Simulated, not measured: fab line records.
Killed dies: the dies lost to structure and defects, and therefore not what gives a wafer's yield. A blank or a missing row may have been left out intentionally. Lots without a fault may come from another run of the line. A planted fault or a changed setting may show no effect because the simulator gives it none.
Chamber matching || flow sky130 || SKY_FIELD_ISO_CMP_27 on cmp-01 has 4 sister chambers
The step polishes, stops on Si3N4, t overpolish 16 s, target thk 457.8 nm. 16 wafers are shown with their chamber, then 8 later ones without.

## EACH WAFER AND ITS CHAMBER
{"wafer": "L205.1", "chamber": 2, "motorCurrentA (A)": 12.7, "timeToEndpointS (s)": 109, "overpolishRunS (s)": 16.003}
{"wafer": "L205.4", "chamber": 3, "motorCurrentA (A)": 11.2, "timeToEndpointS (s)": 120, "overpolishRunS (s)": 16.008}
{"wafer": "L205.6", "chamber": 1, "motorCurrentA (A)": 9.7, "timeToEndpointS (s)": 121, "overpolishRunS (s)": 16.000}
{"wafer": "L204.1", "chamber": 3, "motorCurrentA (A)": 11.6, "timeToEndpointS (s)": 117, "overpolishRunS (s)": 15.998}
{"wafer": "L204.3", "chamber": 2, "motorCurrentA (A)": 12.3, "timeToEndpointS (s)": 105, "overpolishRunS (s)": 16.006}
{"wafer": "L204.4", "chamber": 0, "motorCurrentA (A)": 10.9, "timeToEndpointS (s)": 111, "overpolishRunS (s)": 16.002}
{"wafer": "L206.1", "chamber": 3, "motorCurrentA (A)": 11.3, "timeToEndpointS (s)": 120, "overpolishRunS (s)": 16.004}
{"wafer": "L206.3", "chamber": 1, "motorCurrentA (A)": 9.6, "timeToEndpointS (s)": 115, "overpolishRunS (s)": 16.006}
{"wafer": "L206.6", "chamber": 0, "motorCurrentA (A)": 10.5, "timeToEndpointS (s)": 109, "overpolishRunS (s)": 16.019}
{"wafer": "L207.1", "chamber": 1, "motorCurrentA (A)": 9.3, "timeToEndpointS (s)": 119, "overpolishRunS (s)": 15.996}
{"wafer": "L207.5", "chamber": 0, "motorCurrentA (A)": 10.9, "timeToEndpointS (s)": 115, "overpolishRunS (s)": 16.002}
{"wafer": "L207.6", "chamber": 1, "motorCurrentA (A)": 9.1, "timeToEndpointS (s)": 119, "overpolishRunS (s)": 16.003}
{"wafer": "L209.2", "chamber": 1, "motorCurrentA (A)": 9.4, "timeToEndpointS (s)": 129, "overpolishRunS (s)": 16.023}
{"wafer": "L209.3", "chamber": 2, "motorCurrentA (A)": 13.1, "timeToEndpointS (s)": 115, "overpolishRunS (s)": 15.985}
{"wafer": "L209.5", "chamber": 1, "motorCurrentA (A)": 9.6, "timeToEndpointS (s)": 127, "overpolishRunS (s)": 15.996}
{"wafer": "L223.1", "chamber": 2, "motorCurrentA (A)": 12.0, "timeToEndpointS (s)": 117, "overpolishRunS (s)": 15.984}

SIGNATURES (means of the wafers above)
{"reading": "motorCurrentA", "chamber 0": 10.767, "chamber 1": 9.450, "chamber 2": 12.525, "chamber 3": 11.367, "scatter within a chamber": 0.308}
{"reading": "timeToEndpointS", "chamber 0": 111.67, "chamber 1": 121.67, "chamber 2": 111.50, "chamber 3": 119.00, "scatter within a chamber": 4.63}
{"reading": "overpolishRunS", "chamber 0": 16.00767, "chamber 1": 16.00400, "chamber 2": 15.99450, "chamber 3": 16.00333, "scatter within a chamber": 0.00982}
Rule: distance of a wafer from a chamber = root of the sum over the readings of ((wafer's reading minus chamber's mean) / reading's scatter) squared. If the next closest chamber is less than 2 further off than the closest, the wafer can't be placed; otherwise it belongs to the closest. How the scatter is found: for the shown wafers, subtract from each reading the mean of its chamber, square and add these, divide the total by (wafers less chambers), then take the root.

## WAFERS WHOSE CHAMBER IS MISSING
{"wafer": "L223.4", "motorCurrentA (A)": 9.2, "timeToEndpointS (s)": 127, "overpolishRunS (s)": 16.004}
{"wafer": "L223.5", "motorCurrentA (A)": 12.6, "timeToEndpointS (s)": 119, "overpolishRunS (s)": 15.984}
{"wafer": "L224.1", "motorCurrentA (A)": 9.6, "timeToEndpointS (s)": 121, "overpolishRunS (s)": 15.983}
{"wafer": "L224.3", "motorCurrentA (A)": 13.0, "timeToEndpointS (s)": 116, "overpolishRunS (s)": 15.998}
{"wafer": "L224.4", "motorCurrentA (A)": 11.0, "timeToEndpointS (s)": 120, "overpolishRunS (s)": 15.998}
{"wafer": "L225.2", "motorCurrentA (A)": 12.5, "timeToEndpointS (s)": 115, "overpolishRunS (s)": 15.988}
{"wafer": "L225.4", "motorCurrentA (A)": 9.2, "timeToEndpointS (s)": 121, "overpolishRunS (s)": 15.997}
{"wafer": "L225.5", "motorCurrentA (A)": 12.1, "timeToEndpointS (s)": 112, "overpolishRunS (s)": 15.993}

## EACH ONE'S CHAMBER
{"wafer": "L223.4", "from the rows above": 1, "in truth": 1}
{"wafer": "L223.5", "from the rows above": 2, "in truth": 2}
{"wafer": "L224.1", "from the rows above": 1, "in truth": 1}
{"wafer": "L224.3", "from the rows above": 2, "in truth": 2}
{"wafer": "L224.4", "from the rows above": "can't be placed: 3 or 0", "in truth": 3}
{"wafer": "L225.2", "from the rows above": 2, "in truth": 2}
{"wafer": "L225.4", "from the rows above": 1, "in truth": 1}
{"wafer": "L225.5", "from the rows above": "can't be placed: 2 or 3", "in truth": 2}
Placed correctly: 6 of 8. Not placeable from these rows: 2 (in 2, the candidates include the true chamber). 0 placed wrongly.
